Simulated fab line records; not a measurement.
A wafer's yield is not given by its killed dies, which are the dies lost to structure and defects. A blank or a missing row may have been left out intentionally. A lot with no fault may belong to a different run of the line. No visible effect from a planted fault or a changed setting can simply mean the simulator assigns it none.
A single fault, viewed from 2 desks -- flow sky130 -- what lay behind the numbers comes last; until then each desk has only its own

## METROLOGY DESK
Lot by lot, what the gauges showed, no matter which tool ran the lot: averages of those sampled wafers that carry a number. If a lot's mean is further than 4 standard deviations from the usual mean, the lot is out of limits and carries the mark OUT (the distance appears in the brackets).
Columns: A = GATE_OXIDE_OVL at SKY_GATE_OXIDE_OVL_MEAS_10, usual 0.2 nm; B = GATE_OXIDE_TW at SKY_GATE_OXIDE_TW_MEAS_14, usual 224.6
lot,first seen here,A,B
L266,day 14 07:51,2.4,221.1
L267,day 14 22:27,-2.8,225.5
L272,day 16 18:23,0.5,222.4
L273,day 17 00:15,2.5,224.7
L283,day 20 20:39,-0.7,225.4
L284,day 20 22:06,-2.4,223.1
This desk's verdict: no lot among the 6 shows anything out of limits.

## TOOL OWNER'S DESK, furnace-02
The tool's own readings at SKY_GATE_OXIDE_OXIDATION_16 (stabilise 600 s, purge 300 s, target thk 3.57 nm): means of the sampled wafers that have a number, for each lot that ran on this tool. If a lot's mean is further than 4 standard deviations from the usual mean, the lot is out of limits and carries the mark OUT (the distance appears in the brackets).
Columns: A = ox-temp-c-max at SKY_GATE_OXIDE_OXIDATION_16, usual 803.2; B = spike-tc-centre-C at SKY_GATE_OXIDE_OXIDATION_16, usual 801.2 C
lot,first seen here,A,B
L266,day 14 08:36,803.6,802.0
L267,day 14 23:00,803.4,802.0
L272,day 16 20:36,803.7,802.5
L273,day 17 03:38,803.8,801.4
This desk's verdict: no lot among the 4 shows anything out of limits.

## TAKEN TOGETHER
Metrology desk: nothing out of limits seen.
Nothing out of limits was seen by the tool owner's desk.

## WHAT WAS PUT IN BY THE SIMULATOR
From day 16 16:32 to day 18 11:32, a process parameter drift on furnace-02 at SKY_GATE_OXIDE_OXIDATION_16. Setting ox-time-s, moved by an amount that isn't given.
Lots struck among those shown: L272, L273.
